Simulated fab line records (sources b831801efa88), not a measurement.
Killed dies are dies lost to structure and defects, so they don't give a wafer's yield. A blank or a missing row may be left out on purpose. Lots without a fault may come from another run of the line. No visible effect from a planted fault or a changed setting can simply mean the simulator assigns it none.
fab line records + flow sfq_line
record
- lots=5
- wafers=15
- last_day=80
route steps=325 shown M0@28
lots that met no fault: taken from a fault-free run of the same line
start_h: the number of hours between the record's first day and the start of the first shown wafer of the lot + wait_h: hours from the lot's prior step to this one + " unchanged from the row above + L1.1+2: a row that stands for several wafers + - value missing, or start not given + * or withheld: withheld + < > ~ a bound
route shown NAME@n: NAME is a module with steps in the file, n the number in the route of the first one + usual: mean and standard deviation over wafers with no fault + same: alike in all rows + chamber/n: place in a boat + sites: each site's reading + _std_site: the values' standard deviation + _edge_site: outer sites' mean less inner sites' + radius_mm: how far each site lies from the wafer's centre + mask NAME#n: copy n + behind: tool/chamber where the wafer was last shaped + hold: cause of the lot's hold/its duration in hours/its outcome + device: the n, p or np transistor that did not switch + end of line: the same wafers' tests at the end of the route + step lacking rows: just its recipe + killed: dies lost to structure and defects at the first sort, not the wafer's yield + map: dies across one wafer; x = killed, . = not, _ = none there
set.NAME: the setting that was run; set.NAME@STEP: the one run at that earlier step + model.NAME: the simulator's own value behind a step, which no gauge read
a table for each step, a row for each wafer; lots at some steps of the route
services: the hour from which a tool's chamber was out of use, counted from the record's first day as start_h (under 0 if before that day), plus the number of hours and why
## steps
# step SFQ_TRILAYER_M0_DEP_PRE_CLEAN_020
# recipe
- gas=Ar
- time_s=15
- bias_v=250
# step SFQ_TRILAYER_M0_DEP_SPUTTER_019
# recipe
- material=Nb
- base_pressure_pa=1.33e-06
- chamber_pressure_pa=0.1333
- substrate_temp_c=20
- resputter_cathode_voltage_v=400
- target_thk_nm=200
- power_w=2000
- time_s=133.3
# usual
- base_pressure_pa=1.33e-06/7.7e-08
- throttle_valve_pct=30.1/1.4
# same
- time_s=133.3
| lot.wafer | tool           | chamber | start_h | wait_h | base_pressure_pa | throttle_valve_pct |
|-----------|----------------|---------|---------|--------|------------------|--------------------|
| L986.1    | pvd_sputter-04 | -       | 161.20  | 0.0    | 1.32e-06         | 31.2               |
| L986.2    | "              | -       | "       | "      | 1.37e-06         | 32.0               |
| L986.6    | "              | -       | "       | "      | 1.35e-06         | 31.7               |
| L991.2    | pvd_sputter-04 | -       | 210.65  | 0.0    | 1.35e-06         | 31.1               |
| L991.4    | "              | -       | "       | "      | 1.13e-06         | 31.5               |
| L991.5    | "              | -       | "       | "      | 1.42e-06         | 31.8               |
| L996.1    | pvd_sputter-04 | -       | 251.22  | 0.0    | 1.41e-06         | 30.6               |
| L996.4    | "              | -       | "       | "      | 1.2e-06          | 31.1               |
| L996.5    | "              | -       | "       | "      | 1.37e-06         | 31.7               |
| L997.2    | pvd_sputter-03 | -       | 257.95  | 0.0    | 1.32e-06         | 28.2               |
| L997.5    | "              | -       | "       | "      | 1.29e-06         | 28.4               |
| L997.6    | "              | -       | "       | "      | 1.41e-06         | 28.1               |
| L102.2    | pvd_sputter-06 | -       | 295.06  | 0.0    | 1.33e-06         | 28.9               |
| L102.4    | "              | -       | "       | "      | 1.22e-06         | 28.9               |
| L102.6    | "              | -       | "       | "      | 1.23e-06         | 30.8               |
# step SFQ_M0_RS_MEAS_904
# recipe
- thk_meas_gauge=four-point-probe
- reads=Nb_of_TRILAYER_M0_DEP_SPUTTER_019
# usual
- M0_NB_RS=0.884/0.011
| lot.wafer | tool          | chamber | start_h | wait_h | M0_NB_RS[ohm/sq] |
|-----------|---------------|---------|---------|--------|------------------|
| L986.1    | film_metro-04 | -       | 161.29  | 0.0    | 0.898            |
| L986.2    | "             | -       | "       | "      | 0.896            |
| L986.6    | "             | -       | "       | "      | 0.887            |
| L991.2    | film_metro-04 | -       | 210.76  | 0.1    | 0.906            |
| L991.4    | "             | -       | "       | "      | 0.885            |
| L991.5    | "             | -       | "       | "      | 0.906            |
| L996.1    | film_metro-03 | -       | 251.31  | 0.0    | 0.895            |
| L996.4    | "             | -       | "       | "      | 0.894            |
| L996.5    | "             | -       | "       | "      | 0.885            |
| L997.2    | film_metro-03 | -       | 258.06  | 0.1    | 0.872            |
| L997.5    | "             | -       | "       | "      | 0.888            |
| L997.6    | "             | -       | "       | "      | 0.879            |
| L102.2    | film_metro-02 | -       | 295.17  | 0.1    | 0.873            |
| L102.4    | "             | -       | "       | "      | 0.884            |
| L102.6    | "             | -       | "       | "      | 0.889            |
# step SFQ_TRILAYER_M0_LITHO_COAT_026
# recipe
- resist=BARC
- spin_rpm=3000
- resist_thk_nm=62
# step SFQ_TRILAYER_M0_LITHO_COAT_021
# recipe
- resist=KrF
- spin_rpm=3000
- resist_thk_nm=600
# step SFQ_TRILAYER_M0_LITHO_SOFTBAKE_025
# recipe
- temp_c=withheld
- time_s=withheld
- resist=KrF
# step SFQ_TRILAYER_M0_LITHO_EXPOSE_022
# recipe
- mask_id=M0
- na=0.6
- source_shape=conventional
- sigma_outer=0.65
- target_cd_nm=500
- dose_mj=14.4
# step SFQ_TRILAYER_M0_LITHO_PEB_024
# recipe
- peb_temp_c=115
- peb_time_s=60
- resist=KrF
# step SFQ_TRILAYER_M0_LITHO_DEVELOP_023
# recipe
- time_s=60
- resist=KrF
# step SFQ_M0_OVL_MEAS_906
# usual
- M0_OVL=0/5.5
| lot.wafer | tool       | chamber | start_h | wait_h | M0_OVL[nm] |
|-----------|------------|---------|---------|--------|------------|
| L986.1    | overlay-02 | -       | 261.82  | 0.1    | 8          |
| L986.2    | "          | -       | "       | "      | 2          |
| L986.6    | "          | -       | "       | "      | 3          |
| L991.2    | overlay-01 | -       | 296.63  | 0.1    | -2         |
| L991.4    | "          | -       | "       | "      | 1          |
| L991.5    | "          | -       | "       | "      | 2          |
| L996.1    | overlay-02 | -       | 303.82  | 0.1    | 4          |
| L996.4    | "          | -       | "       | "      | -14        |
| L996.5    | "          | -       | "       | "      | -3         |
| L997.2    | overlay-02 | -       | 305.03  | 0.1    | -3         |
| L997.5    | "          | -       | "       | "      | -10        |
| L997.6    | "          | -       | "       | "      | 1          |
| L102.2    | overlay-01 | -       | 311.24  | 0.1    | -5         |
| L102.4    | "          | -       | "       | "      | -1         |
| L102.6    | "          | -       | "       | "      | -6         |
# step SFQ_TRILAYER_M0_BARC_OPEN_METAL_ETCH_031
# recipe
- mask_material=PR
- chemistry=O2
- target_depth_nm=125
- target=BARC
- icp_w=600
- bias_w=80
- pressure_mtorr=10
- time_s=41.7
# usual
- chamber_pressure_mTorr=10.001/0.0092
- drypump_motor_current_A=5.9/0.31
- oes_product_au=0.685/0.0043
- run_length_s=70.1/0.3
# same
- time_s=41.7
| lot.wafer | tool         | chamber | start_h | wait_h | chamber_pressure_mTorr | drypump_motor_current_A | oes_product_au | rf_hours_counter_h | run_length_s |
|-----------|--------------|---------|---------|--------|------------------------|-------------------------|----------------|--------------------|--------------|
| L986.1    | rie_metal-04 | 0       | 261.86  | 0.0    | 10.002                 | 6.3                     | 0.687          | 107                | 70.1         |
| L986.2    | "            | 0       | "       | "      | 10.006                 | 6.3                     | 0.681          | -                  | 70.1         |
| L986.6    | "            | 0       | "       | "      | 9.992                  | 6.3                     | 0.691          | -                  | 70.2         |
| L991.2    | rie_metal-04 | 0       | 296.66  | 0.0    | 9.994                  | 6.3                     | 0.685          | 114                | 70.7         |
| L991.4    | "            | 1       | "       | "      | 10.004                 | 5.7                     | 0.682          | -                  | 70.0         |
| L991.5    | "            | 0       | "       | "      | 9.991                  | 6.3                     | 0.689          | -                  | 70.6         |
| L996.1    | rie_metal-04 | 0       | 303.86  | 0.0    | 9.992                  | 6.3                     | 0.686          | 116                | 70.2         |
| L996.4    | "            | 0       | "       | "      | 10.006                 | 6.3                     | 0.690          | -                  | 70.1         |
| L996.5    | "            | 1       | "       | "      | 9.996                  | 5.7                     | 0.686          | -                  | 70.0         |
| L997.2    | rie_metal-01 | 0       | 305.07  | 0.0    | 10.005                 | 5.8                     | 0.687          | 56                 | 69.4         |
| L997.5    | "            | 1       | "       | "      | 10.006                 | 5.7                     | 0.682          | -                  | 70.4         |
| L997.6    | "            | 0       | "       | "      | 10.018                 | 5.8                     | 0.679          | -                  | 69.5         |
| L102.2    | rie_metal-01 | 0       | 311.27  | 0.0    | 9.990                  | 5.7                     | 0.682          | 57                 | 69.5         |
| L102.4    | "            | 0       | "       | "      | 10.000                 | 5.8                     | 0.680          | -                  | 69.7         |
| L102.6    | "            | 0       | "       | "      | 9.994                  | 5.8                     | 0.687          | -                  | 70.3         |
# step SFQ_TRILAYER_M0_ETCH_METAL_ETCH_024
# recipe
- target=Nb
- stop_on=SiO2
- mask_material=PR
- chemistry=Cl2/Ar
- target_depth_nm=240
- icp_w=600
- bias_w=80
- pressure_mtorr=10
- time_s=120
# usual
- chamber_pressure_mTorr=10.001/0.0096
- drypump_motor_current_A=5.9/0.31
- oes_product_au=0.898/0.0077
- run_length_s=148.42/0.29
| lot.wafer | tool         | chamber | start_h | wait_h | chamber_pressure_mTorr | drypump_motor_current_A | oes_product_au | rf_hours_counter_h | run_length_s | model.KrF_of_TRILAYER_M0_LITHO_COAT_021.thk_nm |
|-----------|--------------|---------|---------|--------|------------------------|-------------------------|----------------|--------------------|--------------|------------------------------------------------|
| L986.1    | rie_metal-04 | 0       | 261.98  | 0.1    | 10.024                 | 6.3                     | 0.892          | 107                | 148.47       | 377.2                                          |
| L986.2    | "            | 0       | "       | "      | 10.011                 | 6.3                     | 0.886          | -                  | 148.81       | 378                                            |
| L986.6    | "            | 0       | "       | "      | 9.993                  | 6.3                     | 0.902          | -                  | 148.74       | 377.5                                          |
| L991.2    | rie_metal-04 | 0       | 296.72  | 0.0    | 9.997                  | 6.3                     | 0.885          | 114                | 148.76       | 379.2                                          |
| L991.4    | "            | 1       | "       | "      | 9.993                  | 5.7                     | 0.900          | -                  | 148.34       | 381.6                                          |
| L991.5    | "            | 0       | "       | "      | 9.996                  | 6.3                     | 0.889          | -                  | 148.41       | 378.5                                          |
| L996.1    | rie_metal-04 | 0       | 303.92  | 0.0    | 10.005                 | 6.3                     | 0.987          | 116                | 135.82       | 395.1                                          |
| L996.4    | "            | 0       | "       | "      | 9.999                  | 6.3                     | 0.888          | -                  | 148.49       | 378                                            |
| L996.5    | "            | 1       | "       | "      | 9.993                  | 5.7                     | 1.005          | -                  | 135.94       | 394.5                                          |
| L997.2    | rie_metal-01 | 0       | 305.13  | 0.0    | 10.007                 | 5.8                     | 0.913          | 56                 | 147.83       | 379.6                                          |
| L997.5    | "            | 1       | "       | "      | 10.010                 | 5.8                     | 0.897          | -                  | 148.26       | 376.9                                          |
| L997.6    | "            | 0       | "       | "      | 10.013                 | 5.8                     | 0.899          | -                  | 148.23       | 381.8                                          |
| L102.2    | rie_metal-01 | 0       | 311.33  | 0.0    | 10.017                 | 5.8                     | 0.903          | 58                 | 148.01       | 382.6                                          |
| L102.4    | "            | 0       | "       | "      | 10.016                 | 5.8                     | 0.894          | -                  | 147.87       | 380.6                                          |
| L102.6    | "            | 0       | "       | "      | 10.002                 | 5.8                     | 0.895          | -                  | 148.58       | 382.9                                          |
# step SFQ_TRILAYER_M0_STRIP_STRIP_025
# recipe
- gas=O2
- power_w=200
- platen_temp_c=40
- overash_fraction=0.65
- chemistry=O2
- pressure_mtorr=50
# usual
- chamber_pressure_mTorr=50.01/0.048
- drypump_motor_current_A=5.9/0.31
- oes_product_au=1.006/0.008
| lot.wafer | tool         | chamber | start_h | wait_h | chamber_pressure_mTorr | drypump_motor_current_A | oes_product_au | rf_hours_counter_h |
|-----------|--------------|---------|---------|--------|------------------------|-------------------------|----------------|--------------------|
| L986.1    | rie_metal-04 | 0       | 262.23  | 0.2    | 49.88                  | 6.3                     | 1.005          | 107                |
| L986.2    | "            | 0       | "       | "      | 50.02                  | 6.3                     | 1.009          | -                  |
| L986.6    | "            | 0       | "       | "      | 50.08                  | 6.3                     | 1.007          | -                  |
| L991.2    | rie_metal-04 | 0       | 296.84  | 0.1    | 49.99                  | 6.3                     | 1.015          | 114                |
| L991.4    | "            | 1       | "       | "      | 50.00                  | 5.7                     | 1.006          | -                  |
| L991.5    | "            | 0       | "       | "      | 50.03                  | 6.3                     | 1.010          | -                  |
| L996.1    | rie_metal-04 | 0       | 304.04  | 0.1    | 50.06                  | 6.3                     | 1.005          | 116                |
| L996.4    | "            | 0       | "       | "      | 49.98                  | 6.3                     | 1.021          | -                  |
| L996.5    | "            | 1       | "       | "      | 50.02                  | 5.7                     | 1.017          | -                  |
| L997.2    | rie_metal-01 | 0       | 305.26  | 0.1    | 49.97                  | 5.8                     | 0.996          | 57                 |
| L997.5    | "            | 1       | "       | "      | 50.02                  | 5.7                     | 1.005          | -                  |
| L997.6    | "            | 0       | "       | "      | 49.96                  | 5.8                     | 0.989          | -                  |
| L102.2    | rie_metal-01 | 0       | 311.46  | 0.1    | 50.01                  | 5.8                     | 0.988          | 58                 |
| L102.4    | "            | 0       | "       | "      | 49.96                  | 5.8                     | 0.990          | -                  |
| L102.6    | "            | 0       | "       | "      | 50.12                  | 5.8                     | 0.996          | -                  |
## services
| tool           | chamber | start_h | hours | kind   |
|----------------|---------|---------|-------|--------|
| pvd_sputter-03 | -       | 189.83  | 4.6   | repair |
| pvd_sputter-04 | -       | 201.76  | 7.9   | repair |
| rie_metal-04   | 1       | 246.56  | 21.5  | repair |
| pvd_sputter-04 | -       | 272.09  | 2.9   | repair |
| pvd_sputter-03 | -       | 287.11  | 3.2   | repair |
| pvd_sputter-04 | -       | 293.06  | 34.3  | repair |
## key
first_sign
- step=SFQ_TRILAYER_M0_ETCH_METAL_ETCH_024
- reading=run_length_s
- direction=down
- sigmas=44
- usual=*
- struck=*
effect
- step=SFQ_TRILAYER_M0_ETCH_METAL_ETCH_024
- reading=oes_product_au
- direction=up
- sigmas=13
- usual=0.898
- struck=0.996
model_effect
- step=SFQ_TRILAYER_M0_ETCH_METAL_ETCH_024
- value=KrF_of_TRILAYER_M0_LITHO_COAT_021.thk_nm
- without=379.6
- struck=394.8
met_at SFQ_TRILAYER_M0_ETCH_METAL_ETCH_024
struck_wafers L996.1,L996.5
onset_between 296.72 303.92
fault
- kind=process_parameter_drift
- tool=rie_metal-04
- chamber=-
- onset_h=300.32
- steps=SFQ_TRILAYER_M0_ETCH_METAL_ETCH_024
- channel=time_s
- offset=*
- shape=step
- end_h=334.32
- scope=struck_wafers_only
- acts_in=*
- stated=*
